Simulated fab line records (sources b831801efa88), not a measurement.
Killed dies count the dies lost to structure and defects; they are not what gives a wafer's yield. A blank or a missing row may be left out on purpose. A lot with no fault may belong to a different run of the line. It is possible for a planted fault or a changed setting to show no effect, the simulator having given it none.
Which tool did it?	flow gf180mcu	42 wafers from 14 lots sampled at 5 of the route's 602 steps

== WHAT EACH GAUGE READ, for each wafer ==
GF_STI_THK_MEAS_02. Usual: STI_OXIDATION_THK 9.82 nm, standard deviation 0.19.
lot	measured	on	STI_OXIDATION_THK (nm)	flag
L676	day 1 12:14	film-metro-03	9.99 9.88 9.89	
L679	day 2 03:26	film-metro-04	9.90 9.89 9.95	
L680	day 2 07:31	film-metro-03	9.48 9.66 9.40	
L681	day 2 12:37	film-metro-03	9.65 9.77 9.55	
L682	day 2 17:32	film-metro-03	9.86 9.82 9.84	
L683	day 2 22:31	film-metro-03	10.03 9.75 9.91	
L684	day 3 03:31	film-metro-01	9.84 9.87 9.88	
L685	day 3 08:34	film-metro-03	9.73 9.72 9.88	
L686	day 3 13:31	film-metro-01	9.54 9.40 9.45	
L688	day 4 00:00	film-metro-04	9.62 9.69 9.64	
L692	day 4 19:31	film-metro-03	9.79 9.69 9.74	
L694	day 5 05:32	film-metro-01	10.01 10.11 10.11	
L695	day 5 10:36	film-metro-03	9.71 9.49 9.64	
L696	day 5 15:31	film-metro-01	9.89 9.81 9.71	

GF_DNWELL_TW_MEAS_09. Usual: DNWELL_TW 1351, standard deviation 16.
lot	measured	on	DNWELL_TW	flag
L676	day 2 20:26	film-metro-02	1331 1330 1337	
L679	day 3 10:32	film-metro-03	1348 1352 1362	
L680	day 3 15:04	film-metro-04	1353 1360 1353	
L681	day 3 21:39	film-metro-04	1341 1339 1335	
L682	day 4 03:22	film-metro-03	1366 1371 1370	
L683	day 4 07:59	film-metro-03	1364 1375 1369	
L684	day 4 11:53	film-metro-03	1369 1376 1371	
L685	day 4 17:49	film-metro-03	1369 1371 1373	
L686	day 4 23:12	film-metro-02	1332 1329 1330	
L688	day 5 11:48	film-metro-03	1350 1363 1366	
L692	day 6 06:57	film-metro-03	1362 1359 1360	
L694	day 6 18:25	film-metro-04	1341 1342 1334	
L695	day 6 23:37	film-metro-03	1372 1370 1365	
L696	day 7 04:53	film-metro-03	1372 1374 1368	

GF_DUAL_GATE_OVL_MEAS_11. Usual: DUAL_GATE_OVL 0.0 nm, standard deviation 1.
lot	measured	on	DUAL_GATE_OVL (nm)	flag
L676	day 8 11:18	overlay-02	-0.5 -1.2 0.9	
L679	day 9 05:24	overlay-02	0.4 0.7 -1.3	
L680	day 9 11:44	overlay-02	0.9 1.7 -1.0	
L681	day 9 21:21	overlay-02	-0.2 -1.5 0.8	
L682	day 10 07:10	overlay-01	0.4 -0.1 1.4	
L683	day 10 07:03	overlay-02	0.8 -0.4 0.7	
L684	day 10 18:29	overlay-02	-0.8 0.0 1.0	
L685	day 11 00:20	overlay-01	1.0 0.1 0.7	
L686	day 11 07:36	overlay-02	0.4 0.0 0.0	
L688	day 11 18:04	overlay-02	-0.3 -1.3 -0.6	
L692	day 12 21:56	overlay-01	-1.4 -1.1 0.5	
L694	day 13 11:46	overlay-01	1.0 -1.1 -1.2	
L695	day 13 17:24	overlay-01	0.4 0.8 1.7	
L696	day 14 03:18	overlay-02	-0.5 0.7 -1.1	

== WHAT TOOL EACH LOT RAN ON (gives the tool, then ch and the chambers of the sampled wafers, and finally the start) ==
lot	GF_DNWELL_COAT_02	GF_DNWELL_STRIP_08
L676	litho-track-02 ch 0, day 2 14:26	plasma-asher-02 ch 0,1, day 2 20:20
L679	litho-track-02 ch 0, day 3 04:14	plasma-asher-02 ch 0,1, day 3 10:26
L680	litho-track-02 ch 0, day 3 07:49	plasma-asher-03 ch 0, day 3 14:57
L681	litho-track-04 ch 0, day 3 14:54	plasma-asher-03 ch 0,1, day 3 21:33
L682	litho-track-04 ch 0, day 3 20:42	plasma-asher-01 ch 0,1, day 4 03:17
L683	litho-track-03 ch 0, day 4 00:27	plasma-asher-03 ch 0,1, day 4 07:53
L684	litho-track-04 ch 0, day 4 04:26	plasma-asher-03 ch 1, day 4 11:47
L685	litho-track-03 ch 0, day 4 10:26	plasma-asher-03 ch 0,1, day 4 17:42
L686	litho-track-03 ch 0, day 4 15:09	plasma-asher-03 ch 0,1, day 4 23:06
L688	litho-track-02 ch 0, day 5 03:53	plasma-asher-01 ch 0,1, day 5 11:43
L692	litho-track-02 ch 0, day 5 22:44	plasma-asher-03 ch 0,1, day 6 06:51
L694	litho-track-03 ch 0, day 6 10:33	plasma-asher-03 ch 0,1, day 6 18:20
L695	litho-track-02 ch 0, day 6 15:28	plasma-asher-03 ch 0,1, day 6 23:30
L696	litho-track-03 ch 0, day 6 20:27	plasma-asher-02 ch 0, day 7 04:47
- GF_DNWELL_COAT_02: resist thk 3000 nm.
- GF_DNWELL_STRIP_08: strips in O2/N2.

== AS READ BY THE TOOLS THEMSELVES (means over the sampled wafers that have a number; for cases with no such wafer, the mark the record gives instead) ==
GF_DNWELL_STRIP_08. Usual: chamber-pressure-mTorr 1500.0 mTorr, standard deviation 1.2; drypump-motor-current-A 5.8 A, standard deviation 0.4; heater-power-w 342 W, standard deviation 32; oes-product-au 0.723 a.u., standard deviation 0.0041; strip-time-to-endpoint-s 37.04 s, standard deviation 0.1.
lot	tool	chamber-pressure-mTorr (mTorr)	drypump-motor-current-A (A)	heater-power-w (W)	oes-product-au (a.u.)	strip-time-to-endpoint-s (s)	flag
L676	plasma-asher-02	1500.4	5.5	309	0.723	36.98	
L679	plasma-asher-02	1499.8	5.5	307	0.726	37.02	
L680	plasma-asher-03	1500.0	6.0	343	0.723	37.13	
L681	plasma-asher-03	1501.2	5.8	336	0.723	37.01	
L682	plasma-asher-01	1499.9	6.1	385	0.722	37.05	
L683	plasma-asher-03	1499.3	5.8	336	0.724	36.90	
L684	plasma-asher-03	1499.4	5.5	326	0.725	36.88	
L685	plasma-asher-03	1500.7	5.7	330	0.724	37.15	
L686	plasma-asher-03	1500.4	5.7	330	0.725	37.12	
L688	plasma-asher-01	1498.7	6.1	385	0.727	37.13	
L692	plasma-asher-03	1499.6	5.7	330	0.724	37.14	
L694	plasma-asher-03	1499.7	5.7	328	0.719	35.73	OFF
L695	plasma-asher-03	1500.0	5.8	340	0.723	37.00	
L696	plasma-asher-02	1499.8	5.2	328	0.722	35.77	OFF

== THE ANSWER, worked out from the rows above alone ==
Rule: a lot counts as off when the mean over its wafers that have a number is more than 3 standard deviations away from the usual mean. Also off: a lot with no number at a reading for which 4 or more lots have one. Where the step has rows for the other lots, those lots are counted as sound. The gauges are gone through in route order, then the tools' own readings, and for those a lot's mean is taken as printed above. At the first step where some lot is off, the reading lying furthest off is the one used; lots without a number count as furthest.
Off: L694, L696 (GF_DNWELL_STRIP_08, strip-time-to-endpoint-s).
A tool fits if, at that step or a process step before it, it ran every lot that is off, and no sound lot after the first of them. One candidate fits, namely litho-track-03 at GF_DNWELL_COAT_02. A fault onset in the window from L686 (day 4 15:09, its last sound lot) to L694 (day 6 10:33, its first lot off) fits.

== WHAT WAS PUT IN BY THE SIMULATOR ==
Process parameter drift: litho-track-03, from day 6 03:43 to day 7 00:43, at GF_DNWELL_COAT_02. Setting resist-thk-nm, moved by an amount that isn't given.
Lots struck among those shown: L694, L696. The rule above found the same.
